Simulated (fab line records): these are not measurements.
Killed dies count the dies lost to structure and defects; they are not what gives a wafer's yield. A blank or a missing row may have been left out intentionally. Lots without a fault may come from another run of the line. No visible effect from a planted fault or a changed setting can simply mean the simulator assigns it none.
Comparing a struck lot with a sound one ; flow gf180mcu ; 14 steps out of a route of 602
Sound: wafers L769.2, L769.3, L769.5. The struck wafers were L766.1, L766.4, L766.5. Last of all comes the cause.
Per side, at each step with rows, come the tool, then ch with its chambers, and then its first start. Under that, the readings that differ: sound wafers ; struck wafers ; difference of the means ; sigmas: that difference in standard deviations of wafers without a fault.
alike: readings whose means differ by less than 2 such deviations, and words and numbers that are the same on both sides. not compared: withheld readings, readings that some wafer has no value for, bounds like >300 that may hide the same value, and numbers for which the record gives no deviation and whose values overlap.
The two part at a step that has a row with sigmas, a row that says differs or no value, or rows on one side only. Numbers that don't overlap but have no deviation are shown without sigmas and don't part them. A reading missing from all wafers of one side parts the sides only when that side holds two or more wafers.

GF_V2_OVL_MEAS_15:
  sound on overlay-02, day 26 12:04; struck on overlay-02, day 25 10:58
  alike: V2_OVL
then, 2 steps without rows for these wafers: GF_V2_ETCH_16 (etches BARC in N2/H2); GF_V2_ETCH_17 (etches SiO2 in C4F8/O2/Ar, stops on TiN, target depth 630 nm).
GF_V2_STRIP_18: strips in O2/N2.
  sound on plasma_asher-04 ch 0,1, day 26 12:14; struck on plasma_asher-04 ch 0,1, day 25 11:08
  alike: drypump_motor_current_A, heater_power_w, oes_product_au
  not compared: rf_hours_counter_h
then, 2 steps without rows for these wafers: GF_V2_STRIP_19 (strips in post etch residue remover, time 1200 s); GF_V2_CLEAN_20 (cleans in DIW).
GF_V2_SPUTTER_21: material Ti, target thk 15 nm, time 80.02 s.
  sound on pvd_sputter-02, day 26 12:46; struck on pvd_sputter-03, day 25 11:42
  alike: cathode_dc_power_W, chamber_pressure_pa, throttle_valve_pct
GF_V2_SPUTTER_22: material TiN, target thk 10 nm, time 40 s.
  sound on pvd_sputter-02, day 26 12:50; struck on pvd_sputter-03, day 25 11:46
  alike: cathode_dc_power_W, chamber_pressure_pa, throttle_valve_pct
then, 1 step without rows for these wafers: GF_V2_CVD_23 (deposits W, target thk 350 nm, time 104.94 s).
GF_V2_RS_MEAS_24: uses a four-point probe to measure.
  sound on film_metro-04, day 26 13:00; struck on film_metro-01, day 25 11:55
  alike: V2_W_RS
GF_V2_THK_MEAS_25: measures by xrf.
  sound on film_metro-04, day 26 13:07; struck on film_metro-01, day 25 12:02
  alike: V2_W_THK
GF_V2_CMP_26: polishes, stops on SiO2, t overpolish 15 s, target thk 0 nm.
  sound on cmp-01 ch 0,3, day 26 13:10; struck on cmp-01 ch 0,3, day 25 12:05
  alike: motor_current_A, overpolish_run_s, time_to_endpoint_s
GF_M3_SPUTTER_00: material Ti, target thk 37.5 nm, time 150 s.
  sound on pvd_sputter-04, day 26 13:28; struck on pvd_sputter-02, day 25 12:23
  no value came back on the struck wafers for cathode_dc_power_W (W), chamber_pressure_pa (Pa), throttle_valve_pct (%); on the sound wafers cathode_dc_power_W (W) reads 4000.2 4000.1 3999.9
GF_M3_SPUTTER_01: material TiN, target thk 30 nm, time 25 s.
  sound on pvd_sputter-04, day 26 13:34; struck on pvd_sputter-02, day 25 12:29
  alike: cathode_dc_power_W, chamber_pressure_pa, throttle_valve_pct

== WHERE THEY PART ==
GF_M3_SPUTTER_00 only, going by this record. Later steps at which nothing parts them and some readings are alike: GF_M3_SPUTTER_01.

WHY: what had been put in by the simulator
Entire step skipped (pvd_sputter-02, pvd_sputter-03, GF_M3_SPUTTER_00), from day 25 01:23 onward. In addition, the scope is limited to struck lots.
